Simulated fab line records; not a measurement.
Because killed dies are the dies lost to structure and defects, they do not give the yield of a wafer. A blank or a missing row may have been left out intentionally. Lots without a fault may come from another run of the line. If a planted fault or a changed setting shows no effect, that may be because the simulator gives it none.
fab line records	flow sky130
record: lots: 4	wafers: 12	last-day: 49
route steps=708 shown VIA3@593 METAL4@598 CAP2M@603 PAD_OPEN@708
lots that met no fault: from a run of the same line without faults
start-h: hours from the record's first day to the start of the lot's first wafer shown	wait-h: hours from the lot's prior step to this one	" as in the row above	L1.1+2: one row covering several wafers at once	- no value, or no start was given	* or withheld: withheld	< > ~ a bound
route shown NAME@n: names a module that has steps shown in the file, with the first one's number in the route	usual: average and standard deviation across the fault-free wafers	same: alike in all rows	chamber/n: place in a boat	sites: each site's reading	_std_site: their standard deviation	_edge_site: the outer-site mean with the inner-site mean subtracted	radius-mm: how far each site lies from the wafer's centre	mask NAME#n: copy n	behind: the tool/chamber that last shaped the wafer	hold: the reason the lot was held/the length of the hold in hours/how it ended	device: the transistor (n, p or np) that didn't switch	end of line: tests of these same wafers at the route's end	a step with no rows: only its recipe	killed: the dies lost at the first sort to structure and to defects; this is not the yield of the wafer	map: a wafer's dies, x killed, . not, _ none there
set.NAME: the setting as run; set.NAME@STEP: as run at that earlier step	model.NAME: the simulator's own value behind a step, which no gauge read
lots at selected steps of the route; one table per step, one row per wafer
services: when a tool's chamber went out of use (start-h, in hours from the record's first day, below 0 if earlier), for how many hours, and the reason
== steps ==
step: SKY_VIA3_SPUTTER_20
recipe: material: TiN	target-thk-nm: 20	chamber-pressure-pa: 5	power-w: 4000	time-s: 80
step: SKY_VIA3_CVD_21
recipe: material: W	target-thk-nm: 390	time-s: 117.31	temp-c: 400	pressure-torr: 40
step: SKY_VIA3_CMP_24
recipe: stop-on: SiO2	t-overpolish-s: 20	down-force-psi: 3.5	platen-rpm: 60	target-thk-nm: 0	pad-velocity-m-s: 0.94248
step: SKY_METAL4_SPUTTER_00
recipe: material: Ti	target-thk-nm: 15	power-w: 3000	time-s: 10	chamber-pressure-pa: 0.4
step: SKY_METAL4_SPUTTER_01
recipe: material: TiN	target-thk-nm: 20	power-w: 6500	time-s: 16.7	chamber-pressure-pa: 0.4
step: SKY_METAL4_SPUTTER_02
recipe: material: AlCu	target-thk-nm: 735	power-w: 10600	time-s: 39.1	chamber-pressure-pa: 0.4065
step: SKY_METAL4_SPUTTER_03
recipe: material: Ti	target-thk-nm: 5	power-w: 3000	time-s: 3.3	chamber-pressure-pa: 0.4
step: SKY_METAL4_SPUTTER_04
recipe: material: TiN	target-thk-nm: 70	power-w: 6500	time-s: 58.3	chamber-pressure-pa: 0.4
step: SKY_CAP2M_CVD_00
recipe: material: SiO2	target-thk-nm: 15.5	temp-c: 400	time-s: withheld	rf-w: 450
step: SKY_CAP2M_SPUTTER_02
recipe: material: TiN	target-thk-nm: 200	temp-c: 300	power-w: 6500	time-s: 166.7	chamber-pressure-pa: 0.4
usual: chamber-pressure-pa: 0.4002/0.00072	susceptor-temp-C: 300.01/0.19	throttle-valve-pct: 30.0/0.88
lot.wafer	tool	chamber	start-h	wait-h	chamber-pressure-pa	susceptor-temp-C	throttle-valve-pct	model.TiN_of_CAP2M_SPUTTER_02.thk-nm
L432.3	pvd-sputter-01	-	996.95	0.0	0.4006	299.81	30.9	201.6
L432.5	"	-	"	"	0.3994	300.14	31.3	201.6
L432.6	"	-	"	"	0.3997	299.56	30.6	200.3
L434.1	pvd-sputter-01	-	1002.92	0.1	0.4014	-	30.7	168
L434.3	"	-	"	"	0.4001	-	29.3	170.2
L434.4	"	-	"	"	0.4014	-	31.2	168.8
L438.2	pvd-sputter-01	-	1016.03	0.0	0.4002	-	29.8	168.5
L438.4	"	-	"	"	0.3994	-	31.4	167.8
L438.5	"	-	"	"	0.3997	-	30.8	167.9
L444.2	pvd-sputter-04	-	1053.48	0.0	0.4002	299.63	30.6	196.8
L444.4	"	-	"	"	0.3992	299.81	28.7	198.1
L444.5	"	-	"	"	0.4014	300.18	31.4	198.7
step: SKY_CAP2M_RS_MEAS_03
recipe: thk-meas-gauge: four-point-probe	reads: TiN_of_CAP2M_SPUTTER_02
usual: CAP2M_TIN_RS: 6.92/0.087
lot.wafer	tool	chamber	start-h	wait-h	CAP2M_TIN_RS[ohm/sq]
L432.3	film-metro-01	-	997.10	0.1	6.85
L432.5	"	-	"	"	6.85
L432.6	"	-	"	"	6.91
L434.1	film-metro-01	-	1003.03	0.1	8.28
L434.3	"	-	"	"	8.15
L434.4	"	-	"	"	8.22
L438.2	film-metro-04	-	1016.16	0.1	8.26
L438.4	"	-	"	"	8.28
L438.5	"	-	"	"	8.29
L444.2	film-metro-03	-	1053.61	0.1	7.02
L444.4	"	-	"	"	6.96
L444.5	"	-	"	"	6.96
step: SKY_CAP2M_THK_MEAS_04
recipe: thk-meas-gauge: xrf	reads: TiN_of_CAP2M_SPUTTER_02
usual: CAP2M_TIN_THK: 201.9/2.7
lot.wafer	tool	chamber	start-h	wait-h	CAP2M_TIN_THK[nm]
L432.3	film-metro-01	-	997.20	0.1	204.8
L432.5	"	-	"	"	205.4
L432.6	"	-	"	"	203.5
L434.1	film-metro-01	-	1003.15	0.1	170.8
L434.3	"	-	"	"	172.9
L434.4	"	-	"	"	170.6
L438.2	film-metro-04	-	1016.27	0.1	169.1
L438.4	"	-	"	"	168.6
L438.5	"	-	"	"	168.5
L444.2	film-metro-03	-	1053.72	0.1	197.7
L444.4	"	-	"	"	198.6
L444.5	"	-	"	"	198.8
step: SKY_CAP2M_DEHYDRATE_05
recipe: temp-c: 200	time-s: 60
step: SKY_CAP2M_HMDS_06
recipe: prime-time-s: 60	prime-temp-c: 120
step: SKY_CAP2M_COAT_07
recipe: resist: NOVOLAK	spin-rpm: 3000	resist-thk-nm: 1140
step: SKY_CAP2M_SOFTBAKE_08
recipe: temp-c: 90	time-s: 60	resist: NOVOLAK
step: SKY_CAP2M_EXPOSE_09
recipe: mask-id: CAP2M	na: 0.6	source-shape: conventional	sigma-outer: 0.6	polarization: unpolarized	target-cd-nm: 1000	dose-mj: 159
step: SKY_CAP2M_PEB_10
recipe: temp-c: withheld	time-s: *	resist: NOVOLAK
step: SKY_CAP2M_DEVELOP_11
recipe: resist: NOVOLAK	developer: TMAH	develop-time-s: 60	dev-temp-c: 23
step: SKY_CAP2M_METAL_ETCH_13
recipe: target-depth-nm: 220	stop-on: SiO2	chemistry: Cl2/BCl3	target: TiN	pressure-mtorr: 10	icp-w: 900	bias-w: 48.5	Cl2_flow_sccm: 60	bcl3-flow-sccm: 30	time-s: 62.9
usual: drypump-motor-current-A: 5.76/0.28	oes-product-au: 0.940/0.0078	throttle-valve-pct: 21.902/0.011
lot.wafer	tool	chamber	start-h	wait-h	drypump-motor-current-A	oes-product-au	rf-hours-counter-h	throttle-valve-pct
L432.3	rie-metal-02	0	1020.41	0.0	5.94	0.944	-	21.902
L432.5	"	1	"	"	5.07	0.948	-	21.895
L432.6	"	0	"	"	5.95	0.940	-	21.895
L434.1	rie-metal-01	1	1026.13	0.0	6.01	0.855	18	21.966
L434.3	"	0	"	"	5.66	0.856	-	21.966
L434.4	"	1	"	"	5.99	0.850	-	21.968
L438.2	rie-metal-02	0	1038.75	0.0	5.96	0.849	14	21.957
L438.4	"	1	"	"	5.04	0.840	-	21.977
L438.5	"	0	"	"	5.97	0.859	-	21.967
L444.2	rie-metal-04	1	1075.39	0.0	5.99	0.933	0	21.904
L444.4	"	1	"	"	5.94	0.941	-	21.932
L444.5	"	1	"	"	5.97	0.939	-	21.887
step: SKY_CAP2M_STRIP_14
recipe: chemistry: O2/N2	power-w: 1400	pressure-mtorr: 1500	platen-temp-c: withheld	o2-flow-sccm: 2903	n2-flow-sccm: 300	overash-fraction: 0.5
step: SKY_CAP2M_STRIP_15
recipe: chemistry: post-etch-residue-remover	time-s: 1200	temp-c: 72.5
step: SKY_CAP2M_CLEAN_16
recipe: chemistry: IPA	time-s: 180	temp-c: 25
step: SKY_CAP2M_CLEAN_17
recipe: chemistry: O3/DIW	dry: n2-spin
step: SKY_METAL4_DEHYDRATE_05
recipe: temp-c: 200	time-s: 60
step: SKY_METAL4_HMDS_06
recipe: prime-time-s: 60	prime-temp-c: 120
step: SKY_METAL4_COAT_07
recipe: resist: BARC	temp-c: withheld	time-s: withheld	spin-rpm: 3000	resist-thk-nm: 60
step: SKY_METAL4_COAT_08
recipe: resist: KrF-thick	spin-rpm: 3000	resist-thk-nm: 1140
step: SKY_METAL4_SOFTBAKE_09
recipe: temp-c: 100	time-s: 90	resist: KrF-thick
step: SKY_METAL4_EXPOSE_10
recipe: mask-id: MM4	na: 0.68	source-shape: annular	sigma-inner: 0.4	sigma-outer: 0.8	target-cd-nm: 300	dose-mj: 28
step: SKY_METAL4_PEB_11
recipe: peb-temp-c: withheld	peb-time-s: withheld	resist: KrF-thick
step: SKY_METAL4_DEVELOP_12
recipe: develop-time-s: 60	resist: KrF-thick	dev-temp-c: 21
step: SKY_METAL4_DESCUM_15
recipe: chemistry: O2	source-power-w: 150	bias-power-w: 0	pressure-mtorr: 10	temp-c: 40	time-s: 8
step: SKY_METAL4_ETCH_16
recipe: chemistry: N2/H2	target: BARC	ion-energy-ev: 200	bias-w: 100	pressure-mtorr: 30	n2-flow-sccm: 100	h2-flow-sccm: 200	icp-w: 500	stop-on: SiO2	time-s: 88.2	target-depth-a: 600
step: SKY_METAL4_ETCH_17
recipe: target: SiO2	stop-on: TiN	chemistry: C4F8/O2/Ar	source-w: 1500	bias-w: 1200	pressure-mtorr: 40	c4f8-flow-sccm: withheld	O2_flow_sccm: 6	Ar_flow_sccm: 300	time-s: 3.9	target-depth-a: 150
step: SKY_METAL4_METAL_ETCH_18
recipe: target-depth-a: 8450	stop-on: SiO2	over-etch-frac: 0.3	time-s: 183.1	chemistry: Cl2/BCl3	resist-sidewall-deg: 88	pressure-mtorr: 10	icp-w: 900	bias-w: 46.82	Cl2_flow_sccm: 60	bcl3-flow-sccm: 30
step: SKY_METAL4_STRIP_20
recipe: chemistry: post-etch-residue-remover	time-s: 1200	temp-c: 72.5
usual: bath-guard-temp-C: 72.5/0.47	temp-c: 72.51/0.11
lot.wafer	tool	chamber	start-h	wait-h	bath-guard-temp-C	temp-c	model.TiN_of_CAP2M_SPUTTER_02.thk-nm
L432.3	wet-bench-01	3	1044.73	0.0	72.4	72.54	200.7
L432.5	"	3	"	"	72.3	72.41	200.8
L432.6	"	3	"	"	72.7	72.52	199.4
L434.1	wet-bench-01	3	1049.88	0.1	72.3	72.41	167.2
L434.3	"	3	"	"	72.5	72.25	169.3
L434.4	"	3	"	"	72.4	72.35	168
L438.2	wet-bench-04	3	1061.28	0.1	72.5	72.60	167.6
L438.4	"	3	"	"	72.7	72.63	167
L438.5	"	3	"	"	72.3	72.48	167
L444.2	wet-bench-04	2	1097.08	0.1	72.4	72.41	196
L444.4	"	2	"	"	72.2	72.43	197.3
L444.5	"	2	"	"	72.1	72.43	197.9
step: SKY_PAD_OPEN_PROBE_99
usual: defect-limited-yield: 82.2/1.8	killed_at_M0_to_M3: 44/7.1	killed_at_M4_up: 3.1/1.9	killed-at-contacts: 25/5.8	killed-at-front-end: 16/4.5	killed-at-other: 0.3/0.52	killed-dies: 88/9.1	killed-open: 48/6.8	killed-short: 39/5.8	sort_bin_3_pad_short: 0.9/0.4	sort_bin_5_function: 10.6/1.4	sort_bin_6_memory: 6.3/1.1	sort-n-pass: 404/9.1	sort-yield-pct: 82.2/1.8
same: gross-dies: 492	killed-at-back-side: 0	sort_bin_4_leakage[%]: 0	sort_bin_8_speed[%]: 0
lot.wafer	tool	chamber	start-h	wait-h	defect-limited-yield[%]	killed_at_M0_to_M3	killed_at_M4_up	killed-at-contacts	killed-at-front-end	killed-at-other	killed-dies	killed-open	killed-short	sort_bin_3_pad_short[%]	sort_bin_5_function[%]	sort_bin_6_memory[%]	sort-n-pass	sort-yield-pct[%]	model.etest.cap-mim2.plate-ohm-sq	model.etest.cap-mim2.bv-v	model.etest.cap-mim2.leak-log10-a-cm2
L432.3	prober-01	-	1132.25	0.2	86.0	34	3	16	16	0	69	35	34	1.2	8.1	4.7	423	86.0	5.997	14.04	-8.806
L432.5	prober-01	-	1132.35	0.2	83.3	49	1	19	12	1	82	43	38	1.0	9.8	5.9	410	83.3	5.901	13.91	-9.062
L432.6	prober-01	-	1132.40	0.2	82.5	51	6	17	12	0	86	47	39	0.2	11.4	5.9	406	82.5	6	13.76	-9.02
L434.1	prober-02	-	1138.00	0.1	81.5	60	1	18	12	0	91	58	33	1.0	11.8	5.7	401	81.5	7.161	12.79	-8.496
L434.3	prober-02	-	1138.10	0.2	81.3	42	8	23	19	0	92	47	45	1.6	11.0	6.1	400	81.3	7.02	13.58	-8.638
L434.4	prober-02	-	1138.15	0.2	79.9	55	2	23	19	0	99	55	43	1.0	9.6	9.6	393	79.9	7.085	13.43	-8.919
L438.2	prober-01	-	1148.01	0.1	81.5	42	3	31	15	0	91	56	35	1.2	10.2	7.1	401	81.5	7.213	13.05	-8.538
L438.4	prober-01	-	1148.11	0.2	84.6	28	2	15	31	0	76	37	39	0.6	9.1	5.7	416	84.6	7.16	12.86	-8.55
L438.5	prober-01	-	1148.16	0.2	83.7	37	1	24	18	0	80	45	35	0.6	10.0	5.7	412	83.7	7.146	12.7	-8.669
L444.2	prober-01	-	1176.62	0.1	81.3	48	3	25	16	0	92	47	45	1.4	9.8	7.5	400	81.3	6.058	13.62	-8.768
L444.4	prober-01	-	1176.72	0.2	80.7	51	1	25	18	0	95	58	36	0.8	12.8	5.7	397	80.7	6.059	13.9	-9.047
L444.5	prober-01	-	1176.77	0.2	82.5	42	6	24	14	0	86	54	32	0.6	10.8	6.1	406	82.5	6.094	14.14	-8.921
killed by level:class
L432.3 VIA1:geometric-particle:open=8 CONTACT:geometric-particle:open=6 VIA3:geometric-particle:open=6 VIA1:geometric-particle:short=5 FIELD_ISO:geometric-particle:open=4 METAL1:geometric-particle:short=4 METAL3:geometric-particle:short=4 FIELD_ISO:geometric-particle:short=3
L432.5 VIA1:geometric-particle:open=13 VIA1:geometric-particle:short=8 CONTACT:geometric-particle:open=7 METAL1:geometric-particle:short=7 LI_CONTACT:geometric-particle:open=6 METAL2:geometric-particle:short=5 VIA2:geometric-particle:short=5 FIELD_ISO:geometric-particle:open=4
L432.6 VIA1:geometric-particle:open=10 VIA3:geometric-particle:open=8 CONTACT:geometric-particle:open=7 METAL1:geometric-particle:short=7 VIA2:geometric-particle:open=7 METAL2:geometric-particle:short=6 LOCAL_INTERCONNECT:geometric-particle:short=5 POLY_GATE:geometric-particle:open=3
L434.1 VIA1:geometric-particle:open=23 CONTACT:geometric-particle:open=11 VIA2:geometric-particle:open=7 METAL2:geometric-particle:short=7 FIELD_ISO:geometric-particle:open=4 POLY_GATE:geometric-particle:short=4 METAL1:geometric-particle:short=4 VIA3:geometric-particle:open=4
L434.3 VIA1:geometric-particle:open=8 CONTACT:geometric-particle:open=7 METAL4:geometric-particle:short=7 VIA2:geometric-particle:open=6 LI_CONTACT:geometric-particle:open=6 FIELD_ISO:geometric-particle:open=5 FIELD_ISO:geometric-particle:short=5 CONTACT:geometric-particle:short=5
L434.4 VIA1:geometric-particle:open=15 VIA3:geometric-particle:open=11 VIA1:geometric-particle:short=9 LI_CONTACT:geometric-particle:open=7 METAL2:geometric-particle:short=6 FIELD_ISO:geometric-particle:short=5 FIELD_ISO:geometric-particle:open=5 LOCAL_INTERCONNECT:geometric-particle:short=5
L438.2 VIA1:geometric-particle:open=13 CONTACT:geometric-particle:open=12 LI_CONTACT:geometric-particle:open=9 VIA2:geometric-particle:open=6 CONTACT:geometric-particle:short=5 VIA3:geometric-particle:open=5 FIELD_ISO:geometric-particle:open=4 POLY_GATE:geometric-particle:open=4
L438.4 VIA1:geometric-particle:open=10 FIELD_ISO:geometric-particle:short=8 POLY_GATE:geometric-particle:short=7 POLY_GATE:geometric-particle:open=6 VIA3:geometric-particle:open=5 FIELD_ISO:geometric-particle:open=4 VIA1:geometric-particle:short=4 SPACER:geometric-particle:short=4
L438.5 METAL2:geometric-particle:short=10 CONTACT:geometric-particle:open=8 VIA1:geometric-particle:open=6 VIA2:geometric-particle:open=6 LI_CONTACT:geometric-particle:open=5 LOCAL_INTERCONNECT:geometric-particle:short=5 VIA3:geometric-particle:open=5 FIELD_ISO:geometric-particle:open=4
L444.2 CONTACT:geometric-particle:open=13 VIA1:geometric-particle:open=10 METAL2:geometric-particle:short=9 VIA3:geometric-particle:open=8 METAL1:geometric-particle:short=6 VIA1:geometric-particle:short=6 FIELD_ISO:geometric-particle:short=5 POLY_GATE:geometric-particle:short=4
L444.4 VIA1:geometric-particle:open=17 CONTACT:geometric-particle:open=9 METAL1:geometric-particle:short=7 FIELD_ISO:geometric-particle:open=6 LI_CONTACT:geometric-particle:open=6 VIA1:geometric-particle:short=6 VIA3:geometric-particle:open=6 CONTACT:geometric-particle:short=5
L444.5 VIA3:geometric-particle:open=15 CONTACT:geometric-particle:open=11 VIA1:geometric-particle:open=10 LI_CONTACT:geometric-particle:open=7 VIA1:geometric-particle:short=5 METAL4:geometric-particle:short=5 FIELD_ISO:geometric-particle:open=4 LOCAL_INTERCONNECT:geometric-particle:short=4
== services ==
tool	chamber	start-h	hours	kind
pvd-sputter-04	-	974.16	22.1	repair
wet-bench-01	-	975.62	0.9	repair
pvd-sputter-04	-	1022.30	8.8	repair
wet-bench-01	-	1030.81	2.3	repair
pvd-sputter-01	0	1050.78	-	consumable-replace:kit
pvd-sputter-01	0	1050.78	18.0	scheduled-down
pvd-sputter-01	0	1050.78	18.0	vent-cycle
rie-metal-04	1	1051.08	-	clean
rie-metal-04	1	1051.08	14.0	scheduled-down
rie-metal-04	1	1051.08	14.0	vent-cycle
pvd-sputter-04	3	1054.39	-	consumable-replace:kit
pvd-sputter-04	3	1054.39	18.0	scheduled-down
pvd-sputter-04	3	1054.39	18.0	vent-cycle
== key ==
first-sign: step: SKY_CAP2M_RS_MEAS_03	reading: CAP2M_TIN_RS	direction: up	sigmas: 15	usual: 6.92	struck: 8.25
effect: step: SKY_CAP2M_THK_MEAS_04	reading: CAP2M_TIN_THK	direction: down	sigmas: 12	usual: 201.9	struck: 170.1
effect: step: SKY_CAP2M_METAL_ETCH_13	reading: oes-product-au	direction: down	sigmas: 11	usual: 0.940	struck: 0.852
model-effect: step: SKY_CAP2M_SPUTTER_02	value: TiN_of_CAP2M_SPUTTER_02.thk-nm	without: 199.9	struck: 168.5
model-effect: step: SKY_METAL4_STRIP_20	value: TiN_of_CAP2M_SPUTTER_02.thk-nm	without: 199.1	struck: 167.7
model-effect: step: SKY_PAD_OPEN_PROBE_99	value: etest.cap-mim2.plate-ohm-sq	without: 6.012	struck: 7.131
met-at SKY_CAP2M_SPUTTER_02
struck-wafers L434.1,L434.3,L434.4,L438.2,L438.4,L438.5
onset-between 996.95 1002.92
fault: kind: process-parameter-drift	tool: pvd-sputter-01	chamber: -	onset-h: 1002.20	steps: SKY_CAP2M_SPUTTER_02	channel: time-s	offset: *	shape: step	end-h: 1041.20	acts-in: *	stated: *
